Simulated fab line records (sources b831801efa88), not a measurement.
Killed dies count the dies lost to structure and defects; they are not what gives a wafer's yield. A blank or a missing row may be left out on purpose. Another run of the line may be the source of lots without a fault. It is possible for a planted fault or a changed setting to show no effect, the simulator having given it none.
fab line records	flow sky130
record: lots: 5	wafers: 15	lastDay: 50
route steps=708 shown FIELD_ISO@1 PAD_OPEN@708
lots with no fault: from the same line, run without faults
startH: hours from the record's opening day to when the first of the lot's shown wafers began	waitH: time in hours since the lot's previous step	" the same as in the row above	L1.1+2: a row that stands for several wafers	- either no value or no given start	* or withheld: withheld	< > ~ a bound
route shown NAME@n: NAME is a module with steps in the file, n the number in the route of the first one	usual: average and standard deviation across the fault-free wafers	same: alike in all rows	chamber/n: place in a boat	sites: each site's reading	_std_site: standard deviation of those values	_edge_site: the outer-site mean with the inner-site mean subtracted	radiusMm: how far each site lies from the wafer's centre	mask NAME#n: copy n	behind: the last tool/chamber to shape the wafer	hold: why the lot went on hold/how many hours it stayed there/how the hold came to an end	device: the n, p or np transistor that did not switch	end of line: at the end of the route, the tests of the same wafers	a step given without rows: its recipe and nothing more	killed: at the first sort, the dies lost to defects and structure; wafer yield is something else	map: the dies of a wafer, with x for killed, . for not killed, _ for no die there
set.NAME: the setting the step ran with; set.NAME@STEP: the setting that earlier step ran with	model.NAME: the simulator's own value behind a step, which no gauge read
lots seen at some steps along the route; tables by step, rows by wafer
services: when a tool's chamber went out of use (startH, in hours from the record's first day, below 0 if earlier), for how many hours, and the reason
== steps ==
step: SKY_FIELD_ISO_BOW_MEAS_00
recipe: mode: bow
usual: INCOMING_BOW: 0/6.6
lot.wafer	tool	chamber	startH	waitH	INCOMING_BOW[um]
L298.1	filmMetro-04	-	70.00	-	-1
L298.2	"	-	"	"	9
L298.6	"	-	"	"	-2
L299.4	filmMetro-04	-	75.06	-	7
L299.5	"	-	"	"	0
L299.6	"	-	"	"	-5
L301.2	filmMetro-04	-	85.02	-	2
L301.4	"	-	"	"	-4
L301.5	"	-	"	"	1
L307.2	filmMetro-03	-	115.02	-	-8
L307.3	"	-	"	"	-2
L307.4	"	-	"	"	3
L309.1	filmMetro-01	-	125.00	-	2
L309.2	"	-	"	"	-3
L309.6	"	-	"	"	7
step: SKY_FIELD_ISO_OXIDATION_01
recipe: tempC: 900	ambient: O2	stabiliseS: 600	purgeS: 300	targetThkA: 120	oxTimeS: 1843
step: SKY_FIELD_ISO_THK_MEAS_02
recipe: reads: SiO2_of_FIELD_ISO_OXIDATION_01
usual: FIELD_ISO_OXIDATION_00_THK: 11.9/0.32
lot.wafer	tool	chamber	startH	waitH	FIELD_ISO_OXIDATION_00_THK[nm]
L298.1	filmMetro-04	-	71.79	0.1	11.7
L298.2	"	-	"	"	11.8
L298.6	"	-	"	"	11.8
L299.4	filmMetro-04	-	77.93	0.0	11.8
L299.5	"	-	"	"	11.8
L299.6	"	-	"	"	12.1
L301.2	filmMetro-04	-	86.74	0.0	11.4
L301.4	"	-	"	"	11.5
L301.5	"	-	"	"	11.4
L307.2	filmMetro-01	-	118.85	0.0	11.7
L307.3	"	-	"	"	11.9
L307.4	"	-	"	"	11.7
L309.1	filmMetro-01	-	126.98	0.0	11.8
L309.2	"	-	"	"	11.8
L309.6	"	-	"	"	12.0
step: SKY_FIELD_ISO_CVD_03
recipe: material: Si3N4	precursor: DCS/NH3	targetThkNm: 165	tempC: 770	timeS: 2830	pressureMtorr: 250
step: SKY_FIELD_ISO_THK_MEAS_04
recipe: reads: Si3N4_of_FIELD_ISO_CVD_03
usual: FIELD_ISO_CVD_03_THK: 165.3/1.8
lot.wafer	tool	chamber	startH	waitH	FIELD_ISO_CVD_03_THK[nm]
L298.1	filmMetro-04	-	73.63	0.0	162.7
L298.2	"	-	"	"	162.4
L298.6	"	-	"	"	162.8
L299.4	filmMetro-03	-	79.78	0.0	167.5
L299.5	"	-	"	"	167.8
L299.6	"	-	"	"	166.9
L301.2	filmMetro-03	-	88.95	0.0	168.8
L301.4	"	-	"	"	167.4
L301.5	"	-	"	"	167.4
L307.2	filmMetro-04	-	120.69	0.0	166.1
L307.3	"	-	"	"	167.1
L307.4	"	-	"	"	166.0
L309.1	filmMetro-04	-	130.15	0.0	164.3
L309.2	"	-	"	"	164.6
L309.6	"	-	"	"	164.2
step: SKY_FIELD_ISO_DEHYDRATE_05
recipe: tempC: 200	timeS: 60
step: SKY_FIELD_ISO_HMDS_06
recipe: primeTimeS: 60	primeTempC: 120
step: SKY_FIELD_ISO_COAT_07
recipe: resist: BARC	tempC: withheld	timeS: withheld	spinRpm: 3000	resistThkNm: 60
step: SKY_FIELD_ISO_COAT_08
recipe: resist: KrF-thick	spinRpm: 3000	resistThkNm: 450
step: SKY_FIELD_ISO_SOFTBAKE_09
recipe: tempC: 100	timeS: 90	resist: KrF-thick
step: SKY_FIELD_ISO_EXPOSE_10
recipe: maskId: FOM	na: 0.68	sourceShape: annular	sigmaInner: 0.4	sigmaOuter: 0.8	targetCdNm: 150	doseMj: 28
usual: exposureDoseMJCm2: 27.98/0.033	focusOffsetNm: 0.1/0.55
same: sigmaInner: 0.4	sigmaOuter: 0.8
lot.wafer	tool	chamber	startH	waitH	mask	exposureDoseMJCm2	focusOffsetNm
L298.1	krfScanner-02	0	82.15	-	FOM#0	27.95	0.4
L298.2	"	0	"	"	FOM#0	27.94	-0.1
L298.6	"	0	"	"	FOM#0	27.99	0.5
L299.4	krfScanner-01	0	88.66	-	FOM#0	28.03	-0.1
L299.5	"	0	"	"	FOM#0	27.97	-0.6
L299.6	"	0	"	"	FOM#0	28.03	-0.6
L301.2	krfScanner-01	0	97.79	-	FOM_R1#0	28.02	-0.3
L301.4	"	0	"	"	FOM_R1#0	28.00	0.5
L301.5	"	0	"	"	FOM_R1#0	28.02	-1.0
L307.2	krfScanner-02	0	130.14	-	FOM#0	28.04	0.2
L307.3	"	0	"	"	FOM#0	27.97	1.1
L307.4	"	0	"	"	FOM#0	27.96	0.7
L309.1	krfScanner-02	0	138.80	-	FOM#0	27.91	0.4
L309.2	"	0	"	"	FOM#0	27.94	1.4
L309.6	"	0	"	"	FOM#0	27.95	0.6
step: SKY_FIELD_ISO_PEB_11
recipe: pebTempC: withheld	pebTimeS: withheld	resist: KrF-thick
step: SKY_FIELD_ISO_DEVELOP_12
recipe: developTimeS: 60	resist: KrF-thick	devTempC: 21
step: SKY_FIELD_ISO_CD_MEAS_13
recipe: targetCdNm: 150
usual: cdNm: 150.2/1.6
lot.wafer	tool	chamber	startH	waitH	cdNm
L298.1	cdSem-02	-	90.55	-	150.4
L298.2	"	-	"	"	150.6
L298.6	"	-	"	"	151.6
L299.4	cdSem-02	-	97.06	-	149.5
L299.5	"	-	"	"	149.5
L299.6	"	-	"	"	149.3
L301.2	cdSem-02	-	106.37	-	139.8
L301.4	"	-	"	"	140.3
L301.5	"	-	"	"	139.0
L307.2	cdSem-02	-	138.79	-	148.5
L307.3	"	-	"	"	148.7
L307.4	"	-	"	"	147.9
L309.1	cdSem-02	-	148.60	-	150.0
L309.2	"	-	"	"	151.6
L309.6	"	-	"	"	148.3
step: SKY_FIELD_ISO_ETCH_14
recipe: chemistry: N2/H2	target: BARC	ionEnergyEv: 200	sourceW: 500	biasW: 100	pressureMtorr: 30	n2FlowSccm: 100	h2FlowSccm: 200	stopOn: SiO2	timeS: 45.9	targetDepthA: 600
usual: drypumpMotorCurrentA: 5.6/0.32	oesProductAu: 0.855/0.0047	throttleValvePct: 13.224/0.0094
lot.wafer	tool	chamber	startH	waitH	drypumpMotorCurrentA	oesProductAu	rfHoursCounterH	throttleValvePct	model.FIELD_ISO.cdNm
L298.1	rieDiel-03	3	90.67	0.1	5.7	0.852	131	13.225	149.9
L298.2	"	1	"	"	6.2	0.851	34	13.216	151.1
L298.6	"	2	"	"	5.8	0.854	-	13.220	151.7
L299.4	rieDiel-04	3	97.12	0.0	5.3	0.850	69	13.247	149.3
L299.5	"	1	"	"	5.2	0.844	-	13.215	149.6
L299.6	"	0	"	"	5.3	0.856	-	13.222	149.7
L301.2	rieDiel-04	0	106.47	0.1	5.2	0.859	32	13.236	140.7
L301.4	"	2	"	"	5.4	0.854	-	13.227	139.9
L301.5	"	0	"	"	5.3	0.856	-	13.224	139.2
L307.2	rieDiel-04	1	138.89	0.1	5.1	0.853	8	13.225	148.4
L307.3	"	0	"	"	5.2	0.849	33	13.211	148.8
L307.4	"	3	"	"	5.3	0.853	69	13.236	147.6
L309.1	rieDiel-04	3	148.72	0.1	5.3	0.859	70	13.233	149.6
L309.2	"	2	"	"	5.4	0.859	133	13.212	151
L309.6	"	0	"	"	5.2	0.851	-	13.221	148.6
step: SKY_FIELD_ISO_ETCH_15
recipe: chemistry: CHF3/O2	targetDepthNm: 180	stopOn: Si	sourceW: 600	biasW: 200	pressureMtorr: 40	chf3FlowSccm: 50	O2_flow_sccm: 5	timeS: 72
usual: drypumpMotorCurrentA: 5.6/0.32	oesProductAu: 0.947/0.0075	throttleValvePct: 8.843/0.01
lot.wafer	tool	chamber	startH	waitH	drypumpMotorCurrentA	oesProductAu	rfHoursCounterH	throttleValvePct
L298.1	rieDiel-03	3	90.71	0.0	5.7	0.944	131	8.828
L298.2	"	1	"	"	6.2	0.932	34	8.847
L298.6	"	2	"	"	5.8	0.937	-	8.837
L299.4	rieDiel-04	3	97.16	0.0	5.3	0.953	69	8.838
L299.5	"	1	"	"	5.2	0.961	-	8.838
L299.6	"	0	"	"	5.2	0.956	-	8.851
L301.2	rieDiel-04	0	106.51	0.0	5.2	0.958	32	8.861
L301.4	"	2	"	"	5.4	0.950	-	8.857
L301.5	"	0	"	"	5.2	0.947	-	8.855
L307.2	rieDiel-04	1	138.94	0.0	5.1	0.963	8	8.846
L307.3	"	0	"	"	5.2	0.954	33	8.856
L307.4	"	3	"	"	5.3	0.952	70	8.834
L309.1	rieDiel-04	3	148.76	0.0	5.3	0.944	70	8.841
L309.2	"	2	"	"	5.3	0.943	133	8.839
L309.6	"	0	"	"	5.3	0.940	-	8.843
step: SKY_FIELD_ISO_STRIP_16
recipe: chemistry: O2/N2	powerW: 1400	pressureMtorr: 1500	platenTempC: withheld	o2FlowSccm: 3000	n2FlowSccm: 300	overashFraction: 0.5
usual: drypumpMotorCurrentA: 6.13/0.19	oesProductAu: 0.378/0.0046	stripTimeToEndpointS: 3.555/0.024
lot.wafer	tool	chamber	startH	waitH	drypumpMotorCurrentA	oesProductAu	rfHoursCounterH	stripTimeToEndpointS
L298.1	plasmaAsher-02	1	90.77	0.0	6.14	0.376	42	3.571
L298.2	"	0	"	"	5.97	0.379	42	3.538
L298.6	"	1	"	"	6.13	0.384	-	3.532
L299.4	plasmaAsher-04	0	97.25	0.1	5.91	0.372	-	3.566
L299.5	"	0	"	"	5.92	0.375	-	3.499
L299.6	"	1	"	"	6.29	0.381	-	3.525
L301.2	plasmaAsher-04	0	106.57	0.0	5.92	0.377	42	3.533
L301.4	"	1	"	"	6.34	0.373	-	3.548
L301.5	"	0	"	"	5.91	0.389	-	3.506
L307.2	plasmaAsher-02	1	138.99	0.0	6.17	0.371	2	3.525
L307.3	"	0	"	"	5.95	0.379	-	3.545
L307.4	"	1	"	"	6.15	0.370	-	3.570
L309.1	plasmaAsher-02	1	148.82	0.0	6.15	0.369	3	3.606
L309.2	"	0	"	"	5.98	0.382	3	3.572
L309.6	"	1	"	"	6.15	0.383	-	3.559
step: SKY_FIELD_ISO_ETCH_17
recipe: targetDepthA: 3420	maskMaterial: Si3N4	chemistry: HBr/Cl2/O2	target: Si	taperDeg: 5	icpW: 600	biasW: 150	pressureMtorr: 15	HBr_flow_sccm: 150	Cl2_flow_sccm: 40	O2_flow_sccm: 6	timeS: 97.7
usual: drypumpMotorCurrentA: 5.8/0.5	oesProductAu: 1.001/0.0078	throttleValvePct: 25.656/0.0091
lot.wafer	tool	chamber	startH	waitH	drypumpMotorCurrentA	oesProductAu	rfHoursCounterH	throttleValvePct	model.FIELD_ISO.cdNm
L298.1	rieSi-02	2	90.87	0.1	6.1	1.006	31	25.645	149.9
L298.2	"	1	"	"	5.3	0.999	38	25.660	150
L298.6	"	2	"	"	6.1	1.009	-	25.652	149.8
L299.4	rieSi-02	2	97.32	0.0	6.2	1.001	31	25.659	149.9
L299.5	"	1	"	"	5.4	1.006	-	25.663	149.6
L299.6	"	2	"	"	6.1	1.008	-	25.645	148.4
L301.2	rieSi-01	3	106.67	0.1	5.7	0.997	106	25.675	140.5
L301.4	"	0	"	"	5.0	0.989	5	25.660	139.5
L301.5	"	2	"	"	6.6	0.998	-	25.653	139
L307.2	rieSi-01	3	139.09	0.1	5.7	0.995	107	25.652	148.6
L307.3	"	2	"	"	6.7	0.995	71	25.651	148.1
L307.4	"	0	"	"	5.1	0.988	5	25.660	147.8
L309.1	rieSi-01	0	148.92	0.1	5.0	0.998	5	25.672	149
L309.2	"	2	"	"	6.6	1.005	71	25.646	150.2
L309.6	"	2	"	"	6.6	1.000	-	25.652	148.4
step: SKY_FIELD_ISO_WET_ETCH_18
recipe: chemistry: H3PO4	targetDepthNm: 25	tempC: 160	target: Si3N4	timeS: 286
step: SKY_PAD_OPEN_PROBE_99
usual: killed_at_M0_to_M3: 45/7	killed_at_M4_up: 3.4/1.8	killedAtContacts: 24/5.4	killedAtFrontEnd: 16/4.8	killedAtOther: 0.4/0.62	killedDies: 89/10	killedOpen: 48/7.2	killedShort: 40/6.3
same: grossDies: 492	killedAtBackSide: 0
lot.wafer	tool	chamber	startH	waitH	killed_at_M0_to_M3	killed_at_M4_up	killedAtContacts	killedAtFrontEnd	killedAtOther	killedDies	killedOpen	killedShort	model.etest.pfetG5v0d10v5.rOnOhmUm	model.etest.resPdiff.lineOhmUm	model.etest.resNdiff.lineOhmUm	model.etest.sramNfetPass.driveUaUm	model.etest.resNdiff.widthNm	model.etest.resPdiff.widthNm	model.etest.sramPfetLatch.driveUaUm
L298.1	prober-02	-	1141.49	0.1	40	2	20	17	0	79	44	35	4758	1368	773.4	457.5	157.2	143.9	140.7
L298.2	prober-02	-	1141.54	0.1	45	4	30	19	1	99	56	43	4775	1330	765.7	468.8	157.2	144.5	135
L298.6	prober-02	-	1141.74	0.2	43	0	19	14	0	76	45	31	4755	1355	765.1	480.6	156.2	143.9	138.5
L299.4	prober-01	-	1148.13	0.2	49	1	22	11	0	83	47	35	4750	1358	770.6	518	156.9	144.2	146.8
L299.5	prober-01	-	1148.18	0.2	33	8	27	16	1	85	44	41	4744	1354	767.9	503.6	157.3	143.3	149.3
L299.6	prober-01	-	1148.23	0.2	47	4	20	9	0	80	44	36	4798	1363	768.8	502	155.4	143.5	146.1
L301.2	prober-01	-	1155.97	0.1	48	3	26	27	1	105	55	49	4867	1477	812.6	456	147.8	134.5	131.1
L301.4	prober-01	-	1156.07	0.2	46	3	31	16	0	96	57	39	4872	1482	820.9	453.2	146.8	133.2	129
L301.5	prober-01	-	1156.12	0.2	48	6	30	13	0	97	60	36	4840	1465	830.8	453.9	146	133.3	129.6
L307.2	prober-01	-	1188.14	0.1	45	2	31	20	0	98	53	45	4687	1369	769.9	484	156.3	143.1	135.8
L307.3	prober-01	-	1188.19	0.2	44	1	22	26	0	93	53	40	4713	1379	771.7	459.5	156	143	142.6
L307.4	prober-01	-	1188.24	0.2	33	2	18	35	0	88	47	41	4743	1386	774	459.1	154.5	141.8	133.7
L309.1	prober-01	-	1196.17	0.1	35	1	30	12	0	78	41	37	4717	1375	753.9	497.5	155.9	143.1	139.1
L309.2	prober-01	-	1196.22	0.1	41	3	27	14	0	85	48	37	4707	1359	748.9	488.2	157	144.5	140.7
L309.6	prober-01	-	1196.42	0.2	45	7	29	20	0	101	55	46	4694	1368	753.2	510.6	155.9	143	137.8
killed by level:class
L298.1 VIA3:geometricParticle:open=8 VIA2:geometricParticle:open=8 CONTACT:geometricParticle:short=7 CONTACT:geometricParticle:open=6 POLY_GATE:geometricParticle:open=5 VIA1:geometricParticle:short=5 VIA1:geometricParticle:open=5 FIELD_ISO:geometricParticle:short=4
L298.2 CONTACT:geometricParticle:open=12 VIA1:geometricParticle:open=11 VIA2:geometricParticle:open=10 CONTACT:geometricParticle:short=7 VIA1:geometricParticle:short=6 METAL1:geometricParticle:short=6 FIELD_ISO:geometricParticle:short=5 POLY_GATE:geometricParticle:open=5
L298.6 VIA1:geometricParticle:open=14 CONTACT:geometricParticle:short=6 VIA2:geometricParticle:open=6 FIELD_ISO:geometricParticle:open=5 LI_CONTACT:geometricParticle:open=5 VIA3:geometricParticle:open=5 CONTACT:geometricParticle:open=4 METAL1:geometricParticle:short=4
L299.4 VIA1:geometricParticle:open=11 CONTACT:geometricParticle:open=9 VIA2:geometricParticle:open=9 LOCAL_INTERCONNECT:geometricParticle:short=6 METAL2:geometricParticle:short=6 VIA3:geometricParticle:open=6 METAL1:geometricParticle:short=5 FIELD_ISO:geometricParticle:short=4
L299.5 LI_CONTACT:geometricParticle:open=10 VIA1:geometricParticle:open=7 METAL4:geometricParticle:short=7 POLY_GATE:geometricParticle:open=6 VIA3:geometricParticle:open=6 VIA1:geometricParticle:short=6 LOCAL_INTERCONNECT:geometricParticle:short=5 CONTACT:geometricParticle:open=5
L299.6 METAL1:geometricParticle:short=12 VIA3:geometricParticle:open=8 VIA1:geometricParticle:open=7 CONTACT:geometricParticle:open=6 VIA1:geometricParticle:short=6 VIA2:geometricParticle:open=6 LI_CONTACT:geometricParticle:open=5 LOCAL_INTERCONNECT:geometricParticle:short=4
L301.2 LI_CONTACT:geometricParticle:open=10 VIA1:geometricParticle:open=10 VIA2:geometricParticle:open=9 FIELD_ISO:geometricParticle:open=8 FIELD_ISO:geometricParticle:short=8 METAL1:geometricParticle:short=8 CONTACT:geometricParticle:open=6 CONTACT:geometricParticle:short=5
L301.4 VIA1:geometricParticle:open=14 CONTACT:geometricParticle:open=12 VIA2:geometricParticle:open=9 LI_CONTACT:geometricParticle:open=8 FIELD_ISO:geometricParticle:open=6 POLY_GATE:geometricParticle:short=6 METAL1:geometricParticle:short=6 VIA3:geometricParticle:open=5
L301.5 VIA1:geometricParticle:open=15 CONTACT:geometricParticle:open=12 VIA3:geometricParticle:open=9 LI_CONTACT:geometricParticle:open=8 FIELD_ISO:geometricParticle:open=5 CONTACT:geometricParticle:short=5 VIA1:geometricParticle:short=4 METAL2:geometricParticle:short=4
L307.2 CONTACT:geometricParticle:open=12 VIA1:geometricParticle:open=11 VIA1:geometricParticle:short=8 CONTACT:geometricParticle:short=7 VIA2:geometricParticle:open=7 FIELD_ISO:geometricParticle:short=5 FIELD_ISO:geometricParticle:open=5 LI_CONTACT:geometricParticle:open=5
L307.3 CONTACT:geometricParticle:open=14 VIA2:geometricParticle:open=10 VIA1:geometricParticle:open=9 FIELD_ISO:geometricParticle:short=8 FIELD_ISO:geometricParticle:open=7 POLY_GATE:geometricParticle:short=6 METAL1:geometricParticle:short=6 METAL2:geometricParticle:short=5
L307.4 FIELD_ISO:geometricParticle:short=12 VIA1:geometricParticle:open=12 CONTACT:geometricParticle:open=9 METAL1:geometricParticle:short=7 POLY_GATE:geometricParticle:short=6 LI_CONTACT:geometricParticle:open=6 FIELD_ISO:geometricParticle:open=5 POLY_GATE:geometricParticle:open=3
L309.1 CONTACT:geometricParticle:open=9 VIA1:geometricParticle:open=7 CONTACT:geometricParticle:short=6 LI_CONTACT:geometricParticle:open=6 LOCAL_INTERCONNECT:geometricParticle:short=6 METAL1:geometricParticle:short=5 VIA1:geometricParticle:short=5 VIA2:geometricParticle:open=5
L309.2 VIA1:geometricParticle:open=12 VIA2:geometricParticle:open=9 CONTACT:geometricParticle:short=8 CONTACT:geometricParticle:open=8 POLY_GATE:geometricParticle:short=6 VIA3:geometricParticle:open=6 LI_CONTACT:geometricParticle:open=5 LOCAL_INTERCONNECT:geometricParticle:short=3
L309.6 VIA1:geometricParticle:open=15 LI_CONTACT:geometricParticle:open=10 LOCAL_INTERCONNECT:geometricParticle:short=8 VIA1:geometricParticle:short=7 VIA3:geometricParticle:open=6 VIA2:geometricParticle:open=6 FIELD_ISO:geometricParticle:open=5 CONTACT:geometricParticle:open=5
== services ==
tool	chamber	startH	hours	kind
rieSi-01	0	76.85	8.3	repair
rieDiel-03	2	76.88	5.8	repair
krfScanner-02	-	94.63	1.0	pm
rieDiel-03	1	98.29	3.6	repair
rieDiel-04	3	105.02	4.4	repair
krfScanner-02	-	106.93	0.2	repair
plasmaAsher-02	-	108.75	9.0	pm
plasmaAsher-02	0	108.75	9.0	ventCycle
plasmaAsher-02	1	108.75	9.0	ventCycle
krfScanner-01	-	111.41	1.0	repair
plasmaAsher-02	0	117.75	-	clean
plasmaAsher-02	1	117.75	-	clean
krfScanner-01	0	119.15	-	calibration
rieSi-02	3	127.54	5.6	repair
== key ==
firstSign: step: SKY_FIELD_ISO_EXPOSE_10	reading: mask	direction: changed
effect: step: SKY_FIELD_ISO_CD_MEAS_13	reading: cdNm	direction: down	sigmas: 6.4	usual: 150.2	struck: 139.7
modelEffect: step: SKY_FIELD_ISO_ETCH_14	value: FIELD_ISO.cdNm	without: 147.9	struck: 139.9
modelEffect: step: SKY_FIELD_ISO_ETCH_17	value: FIELD_ISO.cdNm	without: 147.7	struck: 139.7
modelEffect: step: SKY_PAD_OPEN_PROBE_99	value: etest.pfetG5v0d10v5.rOnOhmUm	without: 4767	struck: 4859
metAt SKY_FIELD_ISO_EXPOSE_10
struckWafers L301.2,L301.4,L301.5
testerLeftOut L301
onsetBetween 88.66 97.79
fault: kind: wrongMask	tool: any	chamber: -	onsetH: 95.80	steps: SKY_FIELD_ISO_EXPOSE_10	auxCopy: FOM_R1#0	cdOffsetNm: -8	scope: struckLotsOnly
testerLeftOut: of these lots the tester's yield and bins aren't shown, on N5 and GAA mostly nor the transistor test; their killed dies are dies lost to structure and defects alone, not to doping, threshold or leakage, so they don't give the yield
